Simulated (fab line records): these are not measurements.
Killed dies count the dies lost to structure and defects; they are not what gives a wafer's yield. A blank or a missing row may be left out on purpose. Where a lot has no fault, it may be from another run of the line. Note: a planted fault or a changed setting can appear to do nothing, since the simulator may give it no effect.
Check of tool commonality    flow gf180mcu    Sample size 12 lots and 36 wafers

## WHY IT WAS OPENED
Of 12 lots, 2 have the reading CONTACT_W_RS flagged at GF_CONTACT_RS_MEAS_25. Fault-free wafers read 0.379 ohm/sq, with a standard deviation of 0.0088.
Rule: flag the lot when none of its wafers has a number, or when each of its wafers that has one lies beyond 4 standard deviations from that mean. The rest of the lots are taken to be sound.

lot   measured      on             CONTACT_W_RS (ohm/sq), wafer by wafer  flag
L586  day 16 03:34  film metro-04  0.368 0.366 0.365                      
L588  day 16 20:49  film metro-04  0.387 0.381 0.389                      
L587  day 17 02:34  film metro-03  0.360 0.358 0.364                      
L592  day 18 18:41  film metro-02  0.391 0.385 0.386                      
L593  day 18 20:39  film metro-04  0.389 0.387 0.389                      
L596  day 20 05:38  film metro-03  0.382 0.378 0.383                      
L599  day 21 02:37  film metro-04  0.328 0.328 0.330                      FLAGGED
L600  day 21 12:47  film metro-03  0.326 0.327 0.329                      FLAGGED
L602  day 22 05:52  film metro-04  0.378 0.374 0.370                      
L603  day 22 08:25  film metro-04  0.378 0.367 0.366                      
L605  day 22 22:44  film metro-04  0.371 0.379 0.369                      
L609  day 24 11:23  film metro-02  0.365 0.382 0.376                      
On average the flagged lots' numbers are 0.328 ohm/sq, which is -0.051 ohm/sq against the usual, or -6 standard deviations.

## WHICH TOOL RAN EACH LOT
The record keeps 1 process step preceding the reading, out of 602 steps on the route. Every cell lists first the tool, next ch and the chambers used by the sampled wafers, and last the start.
lot   flag     GF_CONTACT_CVD_24
L586           cvd w-02 ch 0, day 16 03:28
L588           cvd w-01 ch 0,1, day 16 20:43
L587           cvd w-02 ch 0, day 17 02:23
L592           cvd w-01 ch 0, day 18 18:35
L593           cvd w-01 ch 0,1, day 18 20:32
L596           cvd w-01 ch 0,1, day 20 05:30
L599  FLAGGED  cvd w-01 ch 1, day 21 02:31
L600  FLAGGED  cvd w-01 ch 0,1, day 21 12:41
L602           cvd w-02 ch 0,1, day 22 05:44
L603           cvd w-02 ch 0,1, day 22 08:19
L605           cvd w-02 ch 0,1, day 22 22:37
L609           cvd w-02 ch 0,1, day 24 11:17
What these steps do:
- GF_CONTACT_CVD_24: deposits W, target thk 300 nm, time 90.339 s.
- GF_CONTACT_RS_MEAS_25: measures by four-point-probe.

## FLAGGED OVER TOTAL, TOOL BY TOOL (the gauges that took the reading come last)
step                   tool           lots run  flagged  share of the flagged lots  sound lots run after its first flagged lot
GF_CONTACT_CVD_24      cvd w-01       6         2        all                        0
GF_CONTACT_CVD_24      cvd w-02       6         0        none                       -
GF_CONTACT_RS_MEAS_25  film metro-02  2         0        none                       -
GF_CONTACT_RS_MEAS_25  film metro-03  3         1        some                       0
GF_CONTACT_RS_MEAS_25  film metro-04  7         1        some                       3 (L602,L603,L605)

## WHAT THE TABLE PERMITS
1 row of the table ran every flagged lot: cvd w-01 at GF_CONTACT_CVD_24.
- cvd w-01 at GF_CONTACT_CVD_24 ran 6 lots, 2 of them flagged. Last sound lot L596 at day 20 05:30, first flagged lot L599 at day 21 02:31; a fault beginning in between fits.
Just one tool remains: cvd w-01 at GF_CONTACT_CVD_24.

## WHAT THE SIMULATOR HAD PUT IN
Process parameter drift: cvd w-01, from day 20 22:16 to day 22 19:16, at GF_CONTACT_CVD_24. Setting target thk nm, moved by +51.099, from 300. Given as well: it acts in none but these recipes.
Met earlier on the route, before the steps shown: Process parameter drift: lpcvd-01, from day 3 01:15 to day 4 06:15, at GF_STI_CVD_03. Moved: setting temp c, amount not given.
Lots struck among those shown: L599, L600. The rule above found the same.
